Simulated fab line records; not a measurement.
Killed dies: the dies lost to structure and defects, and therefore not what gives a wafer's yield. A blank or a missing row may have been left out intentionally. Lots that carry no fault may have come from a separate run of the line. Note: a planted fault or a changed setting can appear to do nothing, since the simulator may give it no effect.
fab line records | flow sky130
record: lots: 4 | wafers: 12 | lastDay: 50
route steps=708 shown LOCAL_INTERCONNECT@400 CONTACT@406 METAL1@434
lots that met no fault: taken from a fault-free run of the same line
startH: hours from the record's first day to the start of the lot's first wafer shown | waitH: hours from the lot's prior step to this one | " as in the row above | L1.1+2: a single row standing in for several wafers | - no value, or no start given | * or withheld: withheld | < > ~ a bound
route shown NAME@n: NAME is a module with steps in the file, n the number in the route of the first one | usual: mean and standard deviation over wafers with no fault | same: alike in all rows | chamber/n: place in a boat | sites: readings site by site | _std_site: standard deviation of those values | _edge_site: inner sites' mean taken away from outer sites' mean | radiusMm: how far each site lies from the wafer's centre | mask NAME#n: copy n | behind: the tool/chamber that last shaped the wafer | hold: cause of the lot's hold/its duration in hours/its outcome | device: transistor that didn't switch, given as n, p or np | end of line: at the end of the route, the tests of the same wafers | step lacking rows: just its recipe | killed: count of dies lost to structure and defects at first sort (not the wafer's yield) | map: the dies of a wafer, with x for killed, . for not killed, _ for no die there
set.NAME: the run value of the setting; set.NAME@STEP: its run value at that earlier step | model.NAME: the simulator's own value behind a step, which no gauge read
lots seen at some steps along the route; tables by step, rows by wafer
services: a tool's chamber out of use, with start hour (startH, from the record's first day; less than 0 if before it), hours out, and reason
== steps ==
step: SKY_LOCAL_INTERCONNECT_ETCH_13
recipe: chemistry: N2/H2 | target: BARC | ionEnergyEv: 200 | biasW: 100 | pressureMtorr: 30 | n2FlowSccm: 100 | h2FlowSccm: 200 | icpW: 500 | stopOn: SiO2 | timeS: 45.9 | targetDepthA: 600
step: SKY_LOCAL_INTERCONNECT_METAL_ETCH_14
recipe: targetDepthNm: 110 | stopOn: PSG | chemistry: Cl2/BCl3 | target: TiN | resistSidewallDeg: 88 | pressureMtorr: 10 | icpW: 900 | biasW: 48.5 | Cl2_flow_sccm: 60 | bcl3FlowSccm: 30 | timeS: 31.4
step: SKY_LOCAL_INTERCONNECT_STRIP_15
recipe: chemistry: O2/N2 | powerW: 1400 | pressureMtorr: 1500 | platenTempC: withheld | o2FlowSccm: 3000 | n2FlowSccm: 300 | overashFraction: 0.5
step: SKY_LOCAL_INTERCONNECT_STRIP_16
recipe: chemistry: postEtchResidueRemover | timeS: 1200 | tempC: 72.5
step: SKY_LOCAL_INTERCONNECT_CLEAN_17
recipe: chemistry: IPA | timeS: 180 | tempC: 25
step: SKY_LOCAL_INTERCONNECT_CLEAN_18
recipe: chemistry: O3/DIW | dry: n2Spin
step: SKY_CONTACT_CVD_00
recipe: material: Si3N4 | targetThkNm: 75 | tempC: 400 | timeS: withheld | rfW: 450
step: SKY_CONTACT_HDPCVD_02
recipe: material: SiO2 | targetThkNm: 565 | sigmaOpenFrac: 0.3 | timeS: 94.2 | tempC: 600 | sih4FlowSccm: 60 | pressureMtorr: 6
step: SKY_CONTACT_CMP_04
recipe: material: SiO2 | downForcePsi: 4 | platenRpm: 60 | padVelocityMS: 0.94248
usual: headPressurePsi: 3.999/0.0081 | motorCurrentA: 11.9/1 | retainingRingPressureFrac: 1.000/0.0052 | timeToEndpointS: 84/4.7
lot.wafer | tool   | chamber | startH | waitH | headPressurePsi | motorCurrentA | retainingRingPressureFrac | timeToEndpointS | model.SiO2_of_CONTACT_HDPCVD_02.thkNm
L707.3    | cmp-01 | 3       | 734.12 | 0.1   | 4.011           | 13.1          | 1.005                     | 79              | 341
L707.1    | "      | 1       | "      | "     | 4.006           | 10.4          | 0.995                     | 80              | 341.9
L707.6    | "      | 2       | "      | "     | 4.012           | 11.6          | 1.001                     | 82              | 340
L717.2    | cmp-01 | 2       | 822.16 | 0.0   | 2.607           | 9.8           | 0.995                     | 107             | 372.2
L717.4    | "      | 3       | "      | "     | 2.606           | 10.9          | 1.000                     | 107             | 372.5
L717.5    | "      | 3       | "      | "     | 2.611           | 11.1          | 0.994                     | 110             | 374.7
L719.2    | cmp-01 | 1       | 841.88 | 0.0   | 2.593           | 8.1           | 0.996                     | 109             | 374.4
L719.1    | "      | 2       | "      | "     | 2.597           | 9.5           | 0.999                     | 110             | 374.7
L719.4    | "      | 0       | "      | "     | 2.597           | 8.9           | 0.997                     | 112             | 377.8
L725.3    | cmp-02 | 1       | 882.38 | 0.0   | 3.989           | 12.5          | 0.992                     | 84              | 341.8
L725.4    | "      | 2       | "      | "     | 3.994           | 10.6          | 0.990                     | 92              | 341.9
L725.2    | "      | 3       | "      | "     | 4.006           | 11.0          | 1.009                     | 86              | 340.4
step: SKY_CONTACT_BOW_MEAS_05
recipe: mode: bow
usual: CONTACT_BOW: 82/6.9
lot.wafer | tool         | chamber | startH | waitH | hold                    | CONTACT_BOW[um]
L707.1    | filmMetro-01 | -       | 734.37 | 0.1   | -                       | 95
L707.3    | "            | -       | "      | "     | -                       | 87
L707.6    | "            | -       | "      | "     | -                       | 83
L717.2    | filmMetro-04 | -       | 822.48 | 0.3   | awaitDispo/0.2h/release | 86
L717.4    | "            | -       | "      | "     | awaitDispo/0.2h/release | 83
L717.5    | "            | -       | "      | "     | awaitDispo/0.2h/release | 97
L717.2    | filmMetro-04 | -       | 822.77 | 0.3   | -                       | -
L717.4    | "            | -       | "      | "     | -                       | -
L717.5    | "            | -       | "      | "     | -                       | -
L719.1    | filmMetro-04 | -       | 842.18 | 0.2   | awaitDispo/0.2h/release | 75
L719.2    | "            | -       | "      | "     | awaitDispo/0.2h/release | 90
L719.4    | "            | -       | "      | "     | awaitDispo/0.2h/release | 80
L719.1    | filmMetro-04 | -       | 842.47 | 0.3   | -                       | -
L719.2    | "            | -       | "      | "     | -                       | -
L719.4    | "            | -       | "      | "     | -                       | -
L725.2    | filmMetro-01 | -       | 882.70 | 0.2   | -                       | 72
L725.3    | "            | -       | "      | "     | -                       | 78
L725.4    | "            | -       | "      | "     | -                       | 84
step: SKY_CONTACT_HMDS_07
recipe: primeTimeS: 60 | primeTempC: 120
step: SKY_CONTACT_COAT_08
recipe: resist: BARC | tempC: withheld | timeS: withheld | spinRpm: 3000 | resistThkNm: 60
step: SKY_CONTACT_COAT_09
recipe: resist: KrF-thick | spinRpm: 3000 | resistThkNm: 450
step: SKY_CONTACT_SOFTBAKE_10
recipe: tempC: 100 | timeS: 90 | resist: KrF-thick
step: SKY_CONTACT_EXPOSE_11
recipe: maskId: CTM1 | na: 0.8 | sourceShape: annular | sigmaInner: 0.55 | sigmaOuter: 0.85 | targetCdNm: 170 | doseMj: 38
step: SKY_CONTACT_PEB_12
recipe: pebTempC: withheld | pebTimeS: withheld | resist: KrF-thick
step: SKY_CONTACT_DEVELOP_13
recipe: developTimeS: 60 | resist: KrF-thick | devTempC: 21
step: SKY_CONTACT_ETCH_16
recipe: chemistry: N2/H2 | target: BARC | ionEnergyEv: 200 | sourceW: 500 | biasW: 100 | pressureMtorr: 30 | n2FlowSccm: 100 | h2FlowSccm: 200 | stopOn: SiO2 | timeS: 45.9 | targetDepthA: 600
step: SKY_CONTACT_ETCH_17
recipe: target: SiO2 | chemistry: C4F8/O2/Ar | stopOn: Si3N4 | maskMaterial: KrF-thick | sourceW: 1500 | biasW: 1200 | pressureMtorr: 40 | c4f8FlowSccm: withheld | O2_flow_sccm: 6 | Ar_flow_sccm: 300 | timeS: withheld | targetDepthA: 3400
usual: oesProductAu: 0.892/0.0049
lot.wafer | tool       | chamber | startH | waitH | oesProductAu | model.CONTACT.featureDepthNm | model.etch.depthNm
L707.1    | rieDiel-03 | 0       | 761.59 | 0.0   | 0.897        | 341.9                        | 341.9
L707.3    | "          | 3       | "      | "     | 0.895        | 341                          | 341
L707.6    | "          | 1       | "      | "     | 0.893        | 340                          | 340
L717.2    | rieDiel-02 | 0       | 849.24 | 0.0   | 0.934        | 372.2                        | 372.2
L717.4    | "          | 3       | "      | "     | 0.941        | 372.5                        | 372.5
L717.5    | "          | 0       | "      | "     | 0.944        | 374.7                        | 374.7
L719.1    | rieDiel-02 | 2       | 868.07 | 0.0   | 0.944        | 374.7                        | 374.7
L719.2    | "          | 1       | "      | "     | 0.945        | 374.4                        | 374.4
L719.4    | "          | 3       | "      | "     | 0.942        | 377.8                        | 377.8
L725.2    | rieDiel-01 | 3       | 908.17 | 0.0   | 0.886        | 340.4                        | 340.4
L725.3    | "          | 0       | "      | "     | 0.891        | 341.8                        | 341.8
L725.4    | "          | 1       | "      | "     | 0.890        | 341.9                        | 341.9
step: SKY_CONTACT_ETCH_18
recipe: target: Si3N4 | chemistry: CHF3/O2 | stopOn: TiN | sourceW: 600 | biasW: 200 | pressureMtorr: 40 | chf3FlowSccm: 50 | O2_flow_sccm: 5 | timeS: 39 | targetDepthA: 750
step: SKY_CONTACT_STRIP_19
recipe: chemistry: O2/N2 | powerW: 1400 | pressureMtorr: 1500 | platenTempC: withheld | o2FlowSccm: 3000 | n2FlowSccm: 300 | overashFraction: 0.5
step: SKY_CONTACT_STRIP_20
recipe: chemistry: postEtchResidueRemover | timeS: 1200 | tempC: 72.5
step: SKY_CONTACT_CLEAN_21
recipe: chemistry: IPA | timeS: 180 | tempC: 25
step: SKY_CONTACT_CLEAN_22
recipe: chemistry: O3/DIW | dry: n2Spin
step: SKY_CONTACT_SPUTTER_23
recipe: material: TiN | targetThkNm: 20 | chamberPressurePa: 5 | powerW: 4000 | timeS: 80
step: SKY_CONTACT_CVD_24
recipe: material: W | targetThkNm: 340 | timeS: 102.12 | tempC: 400 | pressureTorr: 40
step: SKY_CONTACT_CMP_27
recipe: stopOn: SiO2 | tOverpolishS: 15 | downForcePsi: 3.5 | platenRpm: 60 | targetThkNm: 0 | padVelocityMS: 0.94248
step: SKY_METAL1_SPUTTER_00
recipe: material: Ti | targetThkNm: 15 | powerW: 3000 | timeS: 10 | chamberPressurePa: 0.4
step: SKY_METAL1_SPUTTER_01
recipe: material: TiN | targetThkNm: 20 | powerW: 6500 | timeS: 16.7 | chamberPressurePa: 0.4
step: SKY_METAL1_SPUTTER_02
recipe: material: AlCu | targetThkNm: 250 | powerW: 10600 | timeS: 13.3 | chamberPressurePa: 0.4
step: SKY_METAL1_SPUTTER_03
recipe: material: Ti | targetThkNm: 5 | powerW: 3000 | timeS: 3.3 | chamberPressurePa: 0.4
step: SKY_METAL1_SPUTTER_04
recipe: material: TiN | targetThkNm: 70 | powerW: 6500 | timeS: 58.3 | chamberPressurePa: 0.4
step: SKY_METAL1_METAL_ETCH_19
recipe: targetDepthA: 3600 | stopOn: SiO2 | overEtchFrac: 0.3 | timeS: 78 | chemistry: Cl2/BCl3 | resistSidewallDeg: 88 | pressureMtorr: 10 | icpW: 900 | biasW: 48.5 | Cl2_flow_sccm: 60 | bcl3FlowSccm: 30
usual: drypumpMotorCurrentA: 5.6/0.45 | oesProductAu: 0.855/0.0064 | throttleValvePct: 22.265/0.0089
same: timeS: 78
lot.wafer | tool        | chamber | startH | waitH | drypumpMotorCurrentA | oesProductAu | rfHoursCounterH | throttleValvePct | model.SiO2_of_CONTACT_HDPCVD_02.thkNm
L707.1    | rieMetal-03 | 0       | 789.95 | 0.0   | 5.7                  | 0.857        | 14              | 22.259           | 327.6
L707.3    | "           | 1       | "      | "     | 6.0                  | 0.857        | -               | 22.250           | 326.6
L707.6    | "           | 0       | "      | "     | 5.7                  | 0.855        | -               | 22.266           | 325.7
L717.2    | rieMetal-04 | 0       | 876.83 | 0.0   | 5.5                  | 0.849        | 10              | 22.261           | 358.4
L717.4    | "           | 1       | "      | "     | 4.9                  | 0.845        | -               | 22.271           | 358.5
L717.5    | "           | 0       | "      | "     | 5.5                  | 0.840        | -               | 22.256           | 360.8
L719.1    | rieMetal-03 | 0       | 895.43 | 0.0   | 5.7                  | 0.863        | 0               | 22.273           | 360
L719.2    | "           | 1       | "      | "     | 6.0                  | 0.859        | 13              | 22.257           | 359.9
L719.4    | "           | 0       | "      | "     | 5.7                  | 0.854        | -               | 22.256           | 363.1
L725.2    | rieMetal-04 | 0       | 934.77 | 0.0   | 5.5                  | 0.858        | 13              | 22.255           | 326.6
L725.3    | "           | 1       | "      | "     | 4.9                  | 0.854        | -               | 22.270           | 328
L725.4    | "           | 0       | "      | "     | 5.5                  | 0.868        | -               | 22.260           | 328.1
== services ==
tool        | chamber | startH | hours | kind
rieMetal-03 | 1       | 727.76 | 24.6  | repair
cmp-02      | -       | 744.22 | 4.0   | pm
cmp-02      | -       | 757.18 | 5.4   | pm
rieMetal-03 | -       | 769.89 | 4.3   | pm
rieDiel-02  | 2       | 772.10 | 6.1   | repair
cmp-02      | -       | 783.71 | 2.2   | repair
rieDiel-02  | 1       | 795.33 | 4.6   | repair
rieDiel-01  | 3       | 795.64 | 9.5   | repair
rieDiel-01  | 1       | 796.48 | 9.3   | repair
rieDiel-01  | 1       | 812.91 | 7.2   | repair
rieDiel-03  | 0       | 817.89 | 7.6   | repair
cmp-01      | -       | 818.35 | 1.9   | repair
cmp-01      | -       | 827.37 | 4.3   | pm
cmp-01      | -       | 835.05 | 2.0   | repair
rieDiel-03  | 3       | 858.65 | 2.2   | repair
cmp-01      | -       | 866.99 | 0.9   | repair
rieMetal-03 | -       | 867.03 | 2.8   | pm
rieMetal-04 | -       | 868.36 | 0.9   | repair
rieDiel-02  | 3       | 878.51 | 9.8   | repair
rieDiel-02  | 0       | 894.33 | 1.9   | repair
rieDiel-02  | 0       | 896.53 | 8.9   | repair
cmp-01      | -       | 912.00 | 4.0   | pm
cmp-01      | -       | 916.00 | -     | consumableReplace:conditioner
rieDiel-01  | 2       | 933.45 | 2.8   | repair
== key ==
firstSign: step: SKY_CONTACT_CMP_04 | reading: headPressurePsi | direction: down | sigmas: 99+ | usual: 3.999 | struck: 2.602
effect: step: SKY_CONTACT_CMP_04 | reading: timeToEndpointS | direction: up | sigmas: 5.3 | usual: * | struck: *
effect: step: SKY_CONTACT_BOW_MEAS_05 | reading: visit | direction: added
effect: step: SKY_CONTACT_ETCH_17 | reading: oesProductAu | direction: up | sigmas: 10 | usual: 0.892 | struck: 0.942
modelEffect: step: SKY_CONTACT_CMP_04 | value: SiO2_of_CONTACT_HDPCVD_02.thkNm | without: 339.5 | struck: 374.4
modelEffect: step: SKY_CONTACT_ETCH_17 | value: CONTACT.featureDepthNm | without: 339.5 | struck: 374.4
modelEffect: step: SKY_METAL1_METAL_ETCH_19 | value: SiO2_of_CONTACT_HDPCVD_02.thkNm | without: 325.3 | struck: 360.1
metAt SKY_CONTACT_CMP_04
struckWafers L717.2,L717.4,L717.5,L719.1,L719.2,L719.4
testerLeftOut L717,L719
onsetBetween 734.12 822.16
fault: kind: processParameterDrift | tool: cmp-01 | chamber: - | onsetH: 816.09 | steps: SKY_CONTACT_CMP_04 | channel: downForcePsi | offset: -1.3977 | shape: step | endH: 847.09 | actsIn: theseRecipesOnly | stated: 4
testerLeftOut: of these lots the tester's yield and bins aren't shown, on N5 and GAA mostly nor the transistor test; their killed dies are dies lost to structure and defects alone, not to doping, threshold or leakage, so they don't give the yield
